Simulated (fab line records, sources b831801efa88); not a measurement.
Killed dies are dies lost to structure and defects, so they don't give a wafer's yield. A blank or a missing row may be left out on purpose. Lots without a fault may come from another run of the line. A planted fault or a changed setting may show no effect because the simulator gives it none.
fab line records | flow gf180mcu
record lots=6 wafers=18 last_day=33
route steps=602 shown DNWELL@36 NWELL@42 LVPWELL@54 PASSIVATION@602
lots that met no fault: from a run of the same line without faults
start_h: hours from the record's first day to the start of the lot's first wafer shown | wait_h: hours since the lot's step before | " the same as in the row above | L1.1+2: a row that stands for several wafers | - no value, or no start given | * or withheld: withheld | < > ~ a bound
route shown NAME@n: a module of which the file shows steps, and the number in the route of the first | usual: mean/standard deviation of fault-free wafers | same: alike in all rows | chamber/n: place in a boat | sites: the reading at each site | _std_site: their standard deviation | _edge_site: outer sites' mean less inner sites' | radius_mm: how far each site lies from the wafer's centre | mask NAME#n: copy n | behind: the tool/chamber that last shaped the wafer | hold: why the lot was held/for how many hours/how that ended | device: the transistor (n, p or np) that didn't switch | end of line: the same wafers' tests at the end of the route | a step without rows: its recipe alone | killed: dies lost to structure and defects at the first sort, not the wafer's yield | map: a wafer's dies, x killed, . not, _ none there
set.NAME: the setting as run; set.NAME@STEP: as run at that earlier step | model.NAME: the simulator's own value behind a step, which no gauge read
lots at some steps of the route; a table a step, a row a wafer
services: from which hour (start_h, from the record's first day; less than 0 if before it) a tool's chamber was out of use, for how many hours, and why
## steps
# step GF_DNWELL_EXPOSE_04
# recipe mask_id=DNWELL target_cd_nm=1700 na=0.6 source_shape=conventional sigma_outer=0.6 dose_mj=260
# step GF_DNWELL_PEB_05
# recipe temp_c=115 time_s=withheld
# step GF_DNWELL_DEVELOP_06
# recipe wall_angle_deg=90 develop_time_s=60 dev_temp_c=23
# step GF_DNWELL_IMPLANT_07
# recipe species=P energy_kev=1500 dose_cm2=9.872e+12 tilt_deg=0
# step GF_DNWELL_STRIP_08
# recipe chemistry=O2/N2 power_w=1400 pressure_mtorr=1500 platen_temp_c=250 o2_flow_sccm=3000 n2_flow_sccm=300 overash_fraction=0.5
# usual chamber_pressure_mTorr=1499.9/1.9 drypump_motor_current_A=5.8/0.52 heater_power_w=332/20 oes_product_au=0.722/0.0047 strip_time_to_endpoint_s=36.97/0.11
# columns lot.wafer tool chamber start_h wait_h chamber_pressure_mTorr drypump_motor_current_A heater_power_w oes_product_au rf_hours_counter_h strip_time_to_endpoint_s
L502.2 plasma_asher-03 1 56.36 0.1 1502.2 6.7 359 0.722 26 36.96
L502.5 " 1 " " 1500.3 6.7 353 0.720 - 37.01
L502.6 " 0 " " 1500.2 5.7 320 0.731 - 36.95
L509.1 plasma_asher-04 0 100.58 0.1 1497.5 5.5 320 0.713 44 36.88
L509.3 " 1 " " 1500.6 5.4 342 0.730 - 36.91
L509.6 " 0 " " 1498.9 5.5 319 0.720 - 36.84
L518.3 plasma_asher-03 1 138.38 0.1 1497.6 6.8 356 0.724 - 36.82
L518.4 " 0 " " 1499.9 5.8 313 0.715 - 36.87
L518.5 " 0 " " 1502.3 5.8 308 0.721 - 36.91
L519.1 plasma_asher-03 0 142.90 0.1 1502.2 5.7 315 0.725 35 36.97
L519.2 " 1 " " 1500.4 6.7 352 0.727 35 37.03
L519.3 " 0 " " 1499.8 5.8 315 0.721 - 36.96
L520.1 plasma_asher-01 0 148.95 0.1 1498.6 5.7 323 0.714 51 36.94
L520.5 " 1 " " 1502.4 5.4 347 0.723 - 36.86
L520.6 " 0 " " 1500.2 5.7 317 0.720 - 36.73
L522.1 plasma_asher-03 0 159.25 0.1 1501.3 5.8 314 0.717 36 37.13
L522.4 " 1 " " 1498.4 6.8 355 0.719 - 37.06
L522.6 " 0 " " 1500.0 5.8 313 0.723 - 37.06
# step GF_DNWELL_TW_MEAS_09
# usual DNWELL_TW=1341/18
# columns lot.wafer tool chamber start_h wait_h DNWELL_TW
L502.2 film_metro-03 - 56.47 0.1 1354
L502.5 " - " " 1353
L502.6 " - " " 1349
L509.1 film_metro-03 - 100.68 0.1 1358
L509.3 " - " " 1352
L509.6 " - " " 1354
L518.3 film_metro-02 - 138.47 0.1 1319
L518.4 " - " " 1323
L518.5 " - " " 1319
L519.1 film_metro-02 - 143.00 0.1 1318
L519.2 " - " " 1333
L519.3 " - " " 1323
L520.1 film_metro-02 - 149.05 0.1 1316
L520.5 " - " " 1317
L520.6 " - " " 1319
L522.1 film_metro-03 - 159.35 0.1 1355
L522.4 " - " " 1356
L522.6 " - " " 1358
# step GF_NWELL_DEHYDRATE_00
# recipe temp_c=200 time_s=60
# step GF_NWELL_HMDS_01
# recipe prime_time_s=60 prime_temp_c=120
# step GF_NWELL_COAT_02
# recipe spin_rpm=2000 resist_thk_nm=3000
# step GF_NWELL_SOFTBAKE_03
# recipe temp_c=110 time_s=withheld
# step GF_NWELL_EXPOSE_04
# recipe mask_id=Nwell target_cd_nm=860 na=0.6 source_shape=conventional sigma_outer=0.6 dose_mj=260
# step GF_NWELL_PEB_05
# recipe temp_c=115 time_s=withheld
# step GF_NWELL_DEVELOP_06
# recipe wall_angle_deg=90 develop_time_s=60 dev_temp_c=23
# columns lot.wafer tool chamber start_h wait_h
L502.2+5+6 litho_track-04 0 69 -
L509.1+3+6 litho_track-01 0 114 -
L518.3+4+5 litho_track-01 0 153 -
L519.1+2+3 litho_track-01 0 158 -
L520.1+5+6 litho_track-04 0 164 -
L522.1+4+6 litho_track-04 0 175 -
# step GF_NWELL_OVL_MEAS_07
# usual NWELL_OVL=-0.4/2.1
# columns lot.wafer tool chamber start_h wait_h NWELL_OVL[nm]
L502.2 overlay-02 - 69.72 - -1.7
L502.5 " - " " -3.0
L502.6 " - " " -0.7
L509.1 overlay-01 - 114.58 - -1.3
L509.3 " - " " -2.6
L509.6 " - " " -1.8
L518.3 overlay-01 - 153.64 - -
L518.4 " - " " -
L518.5 " - " " -
L519.1 overlay-02 - 158.58 - -
L519.2 " - " " -
L519.3 " - " " -
L520.1 overlay-02 - 165.00 - -3.3
L520.5 " - " " -3.0
L520.6 " - " " -1.5
L522.1 overlay-02 - 175.30 - -3.4
L522.4 " - " " -0.1
L522.6 " - " " -1.8
# step GF_NWELL_IMPLANT_08
# recipe species=P energy_kev=450 dose_cm2=1.5e+13 tilt_deg=0
# step GF_NWELL_IMPLANT_09
# recipe species=P energy_kev=160 dose_cm2=4e+12 tilt_deg=0
# step GF_NWELL_STRIP_10
# recipe chemistry=O2/N2 power_w=1400 pressure_mtorr=1500 platen_temp_c=250 o2_flow_sccm=3000 n2_flow_sccm=300 overash_fraction=0.5
# usual chamber_pressure_mTorr=1500.2/1.3 drypump_motor_current_A=5.7/0.41 heater_power_w=322/18 oes_product_au=0.722/0.0044 strip_time_to_endpoint_s=36.95/0.086
# columns lot.wafer tool chamber start_h wait_h chamber_pressure_mTorr drypump_motor_current_A heater_power_w oes_product_au rf_hours_counter_h strip_time_to_endpoint_s
L502.2 plasma_asher-02 0 70.05 0.1 1500.8 5.7 314 0.713 40 36.95
L502.5 " 0 " " 1499.7 5.6 305 0.726 - 36.85
L502.6 " 1 " " 1502.5 6.5 308 0.736 - 36.86
L509.1 plasma_asher-01 1 114.92 0.1 1502.8 5.3 355 0.727 47 37.14
L509.3 " 1 " " 1501.4 5.3 361 0.722 - 37.13
L509.6 " 0 " " 1500.7 5.7 315 0.727 - 37.09
L518.3 plasma_asher-01 0 154.00 0.1 1499.8 5.7 322 0.719 - 37.05
L518.4 " 1 " " 1498.7 5.3 356 0.724 - 37.10
L518.5 " 0 " " 1499.3 5.7 320 0.719 - 36.98
L519.1 plasma_asher-02 1 158.92 0.1 1497.1 6.5 307 0.723 49 37.04
L519.2 " 0 " " 1501.3 5.7 314 0.717 49 36.92
L519.3 " 0 " " 1501.7 5.7 310 0.723 - 36.92
L520.1 plasma_asher-04 0 165.33 0.1 1498.7 5.5 298 0.724 5 36.96
L520.5 " 1 " " 1499.5 5.4 312 0.728 - 37.11
L520.6 " 0 " " 1499.4 5.5 314 0.732 - 37.00
L522.1 plasma_asher-01 0 175.63 0.1 1500.7 5.8 325 0.717 54 37.01
L522.4 " 1 " " 1500.5 5.3 358 0.724 - 37.07
L522.6 " 0 " " 1499.5 5.8 313 0.721 - 37.14
# step GF_NWELL_TW_MEAS_11
# usual NWELL_TW=1570/16
# columns lot.wafer tool chamber start_h wait_h NWELL_TW
L502.2 film_metro-01 - 70.16 0.1 1571
L502.5 " - " " 1573
L502.6 " - " " 1576
L509.1 film_metro-01 - 115.02 0.1 1578
L509.3 " - " " 1572
L509.6 " - " " 1562
L518.3 film_metro-03 - 154.09 0.1 1492
L518.4 " - " " 1492
L518.5 " - " " 1498
L519.1 film_metro-02 - 159.02 0.1 1463
L519.2 " - " " 1467
L519.3 " - " " 1466
L520.1 film_metro-03 - 165.43 0.1 1578
L520.5 " - " " 1583
L520.6 " - " " 1573
L522.1 film_metro-01 - 175.74 0.1 1562
L522.4 " - " " 1559
L522.6 " - " " 1572
# step GF_LVPWELL_DEHYDRATE_00
# recipe temp_c=200 time_s=60
# step GF_PASSIVATION_PROBE_99
# columns lot.wafer tool chamber start_h wait_h model.etest.nwell.line_ohm_um model.etest.nwell.rs_ohm_sq model.etest.pldd_6p0.line_ohm_um model.etest.nwell.rs_ohm_sq_range model.etest.pwell_in_dnwell.line_ohm_um model.etest.ldpmos_10p0.r_on_ohm_um model.etest.pmos_6p0.r_on_ohm_um model.etest.pldd_6p0.rs_ohm_sq
L502.2 prober-02 - 686.15 0.1 1187 1030 6366 17.7 4149 1.102e+04 6215 1942
L502.5 prober-02 - 686.30 0.2 1192 1031 6445 24.45 4159 1.106e+04 6350 1928
L502.6 prober-02 - 686.35 0.2 1171 1002 6294 14.33 4052 1.111e+04 6399 1941
L509.1 prober-02 - 750.07 0.1 1195 1023 6527 20.67 4034 1.127e+04 6534 1946
L509.3 prober-02 - 750.17 0.2 1232 1061 6504 32.78 4165 1.132e+04 6467 1959
L509.6 prober-02 - 750.32 0.2 1180 1032 6527 14.59 3994 1.125e+04 6485 1974
L522.1 prober-01 - 802.30 0.1 1230 1062 6600 23.65 4542 1.11e+04 6340 1946
L522.4 prober-01 - 802.45 0.2 1226 1060 6463 19.1 4507 1.109e+04 6387 1949
L522.6 prober-01 - 802.55 0.2 1249 1071 6504 24.34 4596 1.111e+04 6300 1942
L519.1 prober-02 - 802.31 0.1 4.209e+04 2.522e+04 7399 623.3 3514 1.15e+04 6919 2288
L519.2 prober-02 - 802.36 0.1 7.476e+04 4.545e+04 7679 1315 3775 1.174e+04 6985 2287
L519.3 prober-02 - 802.41 0.2 5.771e+04 3.462e+04 7653 1018 3646 1.148e+04 6895 2293
# killed by level:class
L502.2 CONTACT:geometric_particle:open=5 V5:geometric_particle:open=5 V2:geometric_particle:open=4 V3:geometric_particle:open=4 V1:geometric_particle:open=3 M2:geometric_particle:short=3 CONTACT:geometric_particle:short=2 M1:geometric_particle:short=2
L502.5 V3:geometric_particle:open=7 CONTACT:geometric_particle:short=5 CONTACT:geometric_particle:open=4 V2:geometric_particle:open=4 V5:geometric_particle:open=3 M4:geometric_particle:short=2 V5:geometric_particle:short=2 V5:coat_microbubble_printed=2
L502.6 V3:geometric_particle:open=6 V2:geometric_particle:open=5 V4:geometric_particle:open=4 CONTACT:geometric_particle:open=3 V2:geometric_particle:short=3 V3:geometric_particle:short=3 STI:geometric_particle:open=2 V1:geometric_particle:open=2
L509.1 V2:geometric_particle:open=6 V1:geometric_particle:open=5 V4:geometric_particle:open=5 V3:geometric_particle:open=3 V4:geometric_particle:short=3 STI:geometric_particle:open=2 V3:geometric_particle:short=2 CONTACT:geometric_particle:short=2
L509.3 V5:geometric_particle:open=5 STI:geometric_particle:open=4 V1:geometric_particle:open=4 V2:geometric_particle:open=4 V3:geometric_particle:open=4 V5:geometric_particle:short=4 STI:geometric_particle:short=3 M4:geometric_particle:short=3
L509.6 V1:geometric_particle:open=8 CONTACT:geometric_particle:open=6 V3:geometric_particle:open=5 V4:geometric_particle:short=5 STI:geometric_particle:open=3 STI:geometric_particle:short=3 V2:geometric_particle:short=3 V5:geometric_particle:short=3
L522.1 STI:geometric_particle:open=4 STI:geometric_particle:short=3 V1:geometric_particle:open=3 M2:geometric_particle:short=3 V2:geometric_particle:open=3 CONTACT:geometric_particle:short=2 M2:geometric_particle:open=2 M3:geometric_particle:short=2
L522.4 V3:geometric_particle:short=6 CONTACT:geometric_particle:open=5 V2:geometric_particle:open=4 V3:geometric_particle:open=4 STI:geometric_particle:open=3 POLY_GATE:geometric_particle:open=2 SALICIDE:geometric_particle:short=2 M1:geometric_particle:short=2
L522.6 STI:geometric_particle:open=7 V1:geometric_particle:open=5 CONTACT:geometric_particle:open=4 M3:geometric_particle:short=4 STI:geometric_particle:short=3 M2:geometric_particle:short=3 V2:geometric_particle:open=3 CONTACT:geometric_particle:short=2
## services
# columns tool chamber start_h hours kind
plasma_asher-03 - 98.06 2.1 repair
plasma_asher-04 - 108.75 9.0 pm
plasma_asher-04 0 108.75 9.0 vent_cycle
plasma_asher-04 1 108.75 9.0 vent_cycle
plasma_asher-04 0 117.75 - clean
plasma_asher-04 1 117.75 - clean
## key
first_sign step=GF_NWELL_OVL_MEAS_07 reading=NWELL_OVL direction=missing
effect step=GF_NWELL_TW_MEAS_11 reading=NWELL_TW direction=down sigmas=5.7 usual=1570 struck=1480
model_effect step=GF_PASSIVATION_PROBE_99 value=etest.nwell.line_ohm_um without=1189 struck=5.819e+04
met_at GF_NWELL_DEVELOP_06
struck_wafers L518.3,L518.4,L518.5,L519.1,L519.2,L519.3
rows_end L518.3,L518.4,L518.5
sort_left_out L519.1,L519.2,L519.3
tester_left_out L519
onset_between 114 153
fault kind=process_parameter_drift tool=litho_track-01 chamber=- onset_h=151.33 steps=GF_NWELL_DEVELOP_06 channel=develop_time_s offset=* shape=step end_h=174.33 acts_in=* stated=*
# tester_left_out: of these lots the tester's yield and bins aren't shown, on N5 and GAA mostly nor the transistor test; their killed dies are dies lost to structure and defects alone, not to doping, threshold or leakage, so they don't give the yield
# sort_left_out: the simulated sort isn't trusted on such a fault, so these wafers' sort isn't shown, and their yield isn't known
# rows_end: these wafers met a further fault down the route, and their rows from its step on are left out
